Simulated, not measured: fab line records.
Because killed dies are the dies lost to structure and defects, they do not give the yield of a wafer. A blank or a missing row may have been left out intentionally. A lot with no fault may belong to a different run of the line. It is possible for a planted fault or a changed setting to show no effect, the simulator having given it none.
A lot that was struck, set against a sound lot	flow gf180mcu	21 out of 602 route steps
Sound: wafers L989.1, L989.2, L989.4. Wafers L997.1, L997.4, L997.5 were the ones struck. Last of all comes the cause.
Each step with rows lists, per side, the tool, then ch with its chambers, then its first start. Under that, the readings that differ: sound wafers	struck wafers	difference of the means	sigmas: that difference in standard deviations of wafers without a fault.
alike: a reading whose means differ by less than 2 such deviations, as well as words and numbers matching on both sides. not compared: withheld readings; readings where some wafer has no value; bounds like >300 that might hide an equal value; numbers whose values overlap and for which the record gives no deviation.
Wherever a step has rows on one side only, a row that says differs or no value, or a row with sigmas, the two part there. Non-overlapping numbers with no deviation appear without sigmas and do not part them. Lack of a reading on every wafer of one side parts them only where that side has two or more wafers.

first, 1 step without rows for these wafers: GF_STI_OXIDATION_21 (stabilise 600 s, purge 300 s, target thk 15 nm).
GF_STI_THK_MEAS_22:
  sound: film-metro-03 at day 3 12:03; struck: film-metro-02 at day 5 07:33
  alike: STI_OXIDATION_01_THK
then, 1 step without rows for these wafers: GF_STI_CVD_23 (deposits SiO2, target thk 650 nm, time 108.3 s).
GF_STI_THK_MEAS_24:
  sound: film-metro-03 at day 3 12:11; struck: film-metro-04 at day 5 07:41
reading	sound	struck	difference	sigmas
STI_CVD_23_THK (nm)	657 663 657	640 638 637	-21	-3
GF_STI_CMP_25: polishes, stops on Si3N4, t overpolish 33 s, target thk 524.6 nm.
  sound on cmp-02 ch 0,2,3, day 3 12:17; struck on cmp-02 ch 0,3, day 5 07:45
reading	sound	struck	difference	sigmas
time-to-endpoint-s (s)	123 124 124	116 113 114	-9	-2
  alike: motor-current-A, overpolish-run-s
then, 4 steps without rows for these wafers: GF_STI_WET_ETCH_26 (etches SiO2 in dHF, target depth 94 nm, time 188 s); GF_STI_WET_ETCH_27 (etches Si3N4 in H3PO4, target depth 160 nm, time 1825 s); GF_STI_WET_ETCH_28 (etches SiO2 in dHF, target depth 20 nm, time 40 s); GF_STI_OXIDATION_29 (stabilise 600 s, purge 300 s, target thk 10 nm).
GF_STI_THK_MEAS_30:
  sound: film-metro-02 at day 3 14:35; struck: film-metro-04 at day 5 10:47
  alike: STI_OXIDATION_02_THK
then, 2 steps without rows for these wafers: GF_DNWELL_DEHYDRATE_00 (time 60 s); GF_DNWELL_HMDS_01 (prime time 60 s).
GF_DNWELL_COAT_02: resist thk 3000 nm.
  sound on litho-track-04 ch 0, day 3 20:54; struck on litho-track-04 ch 0, day 5 17:54
reading	sound	struck	difference	sigmas
spin-speed-rpm (rpm)	1999.2 2000.3 1999.7	1861.1 1860.9 1861.2	-138.7	-99 or more
model.coat_of_DNWELL_COAT_02.thk-nm (nm)	3019 3017 3020	3116 3116 3117	+98	
  alike: dispense-pressure-kPa
then, 3 steps without rows for these wafers: GF_DNWELL_SOFTBAKE_03; GF_DNWELL_EXPOSE_04 (exposes mask DNWELL, target cd 1700 nm); GF_DNWELL_PEB_05.
GF_DNWELL_DEVELOP_06: develop time 60 s.
  sound: litho-track-03 ch 0; struck: litho-track-02 ch 0
reading	sound	struck	difference	sigmas
model.coat_of_DNWELL_COAT_02.thk-nm (nm)	3018 3016 3019	3115 3115 3116	+98	
then, 1 step without rows for these wafers: GF_DNWELL_IMPLANT_07.
GF_DNWELL_STRIP_08: strips in O2/N2.
  sound on plasma-asher-04 ch 0,1, day 4 03:47; struck on plasma-asher-04 ch 0,1, day 6 01:34
reading	sound	struck	difference	sigmas
strip-time-to-endpoint-s (s)	37.19 37.14 37.17	38.29 38.29 38.30	+1.13	+11
  alike: drypump-motor-current-A, heater-power-w, oes-product-au
  not compared: rf-hours-counter-h
GF_DNWELL_TW_MEAS_09:
  sound: film-metro-04 at day 4 03:53; struck: film-metro-04 at day 6 01:40
reading	sound	struck	difference	sigmas
DNWELL_TW	1339 1347 1344	1370 1375 1369	+28	+3
then, 1 step without rows for these wafers: GF_PASSIVATION_PROBE_99.

## WHERE THEY PART
At GF_STI_THK_MEAS_24 first; at GF_DNWELL_TW_MEAS_09 last (within this record only).

WHY: the cause the simulator had injected
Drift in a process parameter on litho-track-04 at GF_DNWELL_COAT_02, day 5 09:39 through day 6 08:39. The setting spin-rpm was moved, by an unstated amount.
